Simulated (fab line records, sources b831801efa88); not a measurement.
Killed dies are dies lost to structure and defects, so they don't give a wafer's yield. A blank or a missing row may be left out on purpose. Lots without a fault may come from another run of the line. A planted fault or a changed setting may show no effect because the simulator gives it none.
Which tool did it? | flow gf180mcu | 14 lots, 40 wafers sampled, at 5 steps of a route of 602

WHAT THE GAUGES READ, wafer by wafer
GF_MVSD_TW_MEAS_11.
lot  | measured     | on            | MVSD_TW
L359 | day 4 11:04  | film_metro-03 | 1602 1607 1594
L361 | day 4 21:45  | film_metro-03 | 1602 1602 1595
L362 | day 5 03:28  | film_metro-01 | 1574 1566 1588
L363 | day 5 10:01  | film_metro-03 | 1595 1593 1596
L364 | day 5 16:26  | film_metro-03 | 1592 1592 1597
L365 | day 5 22:10  | film_metro-01 | 1565 1562 1564
L366 | day 6 03:37  | film_metro-02 | 1582 1569 1571
L367 | day 6 08:21  | film_metro-03 | 1604 1591 1584
L369 | day 6 19:19  | film_metro-01 | 1570 1563
L370 | day 7 02:57  | film_metro-03 | 1596 1597
L377 | day 8 17:55  | film_metro-03 | 1600 1603 1613
L379 | day 9 05:28  | film_metro-03 | 1597 1595 1590
L380 | day 9 12:19  | film_metro-01 | 1574 1568 1570
L382 | day 10 02:22 | film_metro-01 | 1575 1575 1567

GF_MVPSD_TW_MEAS_11.
lot  | measured     | on            | MVPSD_TW
L359 | day 5 01:21  | film_metro-01 | 551 553 550
L361 | day 5 12:25  | film_metro-03 | 556 560 559
L362 | day 5 18:01  | film_metro-03 | 557 555 559
L363 | day 6 01:00  | film_metro-03 | 556 557 555
L364 | day 6 07:36  | film_metro-02 | 550 550 554
L365 | day 6 12:52  | film_metro-03 | 558 557 563
L366 | day 6 18:39  | film_metro-03 | 562 555 556
L367 | day 7 00:01  | film_metro-03 | 561 560 558
L369 | day 7 10:56  | film_metro-03 | 558 561
L370 | day 7 19:00  | film_metro-02 | 558 556
L377 | day 9 11:02  | film_metro-03 | 561 557 558
L379 | day 9 23:25  | film_metro-01 | 550 549 552
L380 | day 10 05:49 | film_metro-02 | 555 551 552
L382 | day 10 20:28 | film_metro-01 | 551 548 550

GF_VT_IMPLANT_TW_MEAS_43.
lot  | measured     | on            | VT_IMPLANT_4_TW
L359 | day 7 13:16  | film_metro-01 | 684 682 682
L361 | day 8 02:13  | film_metro-01 | 685 685 684
L362 | day 8 08:20  | film_metro-01 | 687 684 686
L363 | day 8 15:52  | film_metro-04 | 696 691 697
L364 | day 8 22:26  | film_metro-02 | 691 690 689
L365 | day 9 04:58  | film_metro-01 | 689 686 685
L366 | day 9 12:31  | film_metro-04 | 698 692 697
L367 | day 9 18:01  | film_metro-02 | 688 689 689
L369 | day 10 07:37 | film_metro-01 | 684 714
L370 | day 10 15:10 | film_metro-01 | 708 683
L377 | day 12 13:23 | film_metro-01 | 685 685 684
L379 | day 13 03:34 | film_metro-02 | 688 692 687
L380 | day 13 10:43 | film_metro-01 | 683 679 683
L382 | day 14 03:07 | film_metro-01 | 690 692 686

GF_DUAL_GATE_THK_MEAS_03.
lot  | measured     | on            | DUAL_GATE_OXIDATION_00_THK (nm)
L359 | day 7 15:35  | film_metro-03 | 10.57 10.46 10.55
L361 | day 8 04:38  | film_metro-04 | 11.11 10.98 11.19
L362 | day 8 10:49  | film_metro-04 | 11.47 11.50 11.39
L363 | day 8 18:11  | film_metro-03 | 10.78 10.91 10.83
L364 | day 9 01:08  | film_metro-02 | 10.83 10.73 10.86
L365 | day 9 07:28  | film_metro-03 | 10.91 10.97 10.98
L366 | day 9 15:28  | film_metro-02 | 10.98 11.27 11.10
L367 | day 9 20:58  | film_metro-04 | 11.40 11.37 11.27
L369 | day 10 09:56 | film_metro-04 | 11.52 11.52
L370 | day 10 17:56 | film_metro-03 | 10.97 11.18
L377 | day 12 15:43 | film_metro-02 | 11.19 11.22 11.08
L379 | day 13 05:56 | film_metro-03 | 11.21 10.77 10.90
L380 | day 13 13:03 | film_metro-04 | 10.84 10.84 10.82
L382 | day 14 05:58 | film_metro-04 | 10.81 10.52 11.00

WHICH TOOL RAN EACH LOT (tool, then ch and the chambers of the sampled wafers, then the start)
lot  | GF_VT_IMPLANT_IMPLANT_41
L359 | implanter-04 ch 0, day 7 13:01
L361 | implanter-03 ch 0, day 8 01:58
L362 | implanter-02 ch 0, day 8 08:06
L363 | implanter-04 ch 0, day 8 15:37
L364 | implanter-02 ch 0, day 8 22:13
L365 | implanter-04 ch 0, day 9 04:44
L366 | implanter-04 ch 0, day 9 12:16
L367 | implanter-04 ch 0, day 9 17:46
L369 | implanter-04 ch 0, day 10 07:23
L370 | implanter-04 ch 0, day 10 14:55
L377 | implanter-02 ch 0, day 12 13:10
L379 | implanter-02 ch 0, day 13 03:19
L380 | implanter-02 ch 0, day 13 10:28
L382 | implanter-03 ch 0, day 14 02:52
- GF_VT_IMPLANT_IMPLANT_41

WHAT THE TOOLS THEMSELVES READ (means of the sampled wafers that have a number; where no wafer has one, the mark that the record gives instead)
GF_VT_IMPLANT_IMPLANT_41.
lot  | tool         | beam_on_s (s) | faraday_current_uA
L359 | implanter-04 | 10.06         | 5.68
L361 | implanter-03 | 9.96          | 5.74
L362 | implanter-02 | 9.92          | 5.76
L363 | implanter-04 | 10.01         | 5.69
L364 | implanter-02 | 10.02         | 5.71
L365 | implanter-04 | 9.97          | 5.73
L366 | implanter-04 | 9.88          | 5.76
L367 | implanter-04 | 10.15         | 5.62
L369 | implanter-04 | 10.73         | 5.33
L370 | implanter-04 | 10.56         | 5.42
L377 | implanter-02 | 9.92          | 5.75
L379 | implanter-02 | 10.01         | 5.70
L380 | implanter-02 | 9.94          | 5.75
L382 | implanter-03 | 10.26         | 5.57

THE ANSWER, worked out from the rows above alone
Rule: what is usual is taken from the lots themselves. Put in order of their means at a reading, lots are off if they are a third of the lots or fewer, leave a main group of 4 or more, and stand apart from it by a gap of 3 or more times the standard deviation of the main group's means; of several such gaps the widest counts. A main group whose means are all the same, to the digits that the tables above print for the reading, isn't used. A lot without any number at a reading at which 4 lots or more have one is off too. The other lots that the step has rows for count as sound. The gauges are gone through in route order, then the tools' own readings, and for those a lot's mean is taken as printed above. The first step at which some lot is off is used, and at that step the reading that is off furthest; a lot without a number counts as furthest.
No lot is off at any reading shown: from this, nothing can be told.

WHAT THE SIMULATOR HAD PUT IN
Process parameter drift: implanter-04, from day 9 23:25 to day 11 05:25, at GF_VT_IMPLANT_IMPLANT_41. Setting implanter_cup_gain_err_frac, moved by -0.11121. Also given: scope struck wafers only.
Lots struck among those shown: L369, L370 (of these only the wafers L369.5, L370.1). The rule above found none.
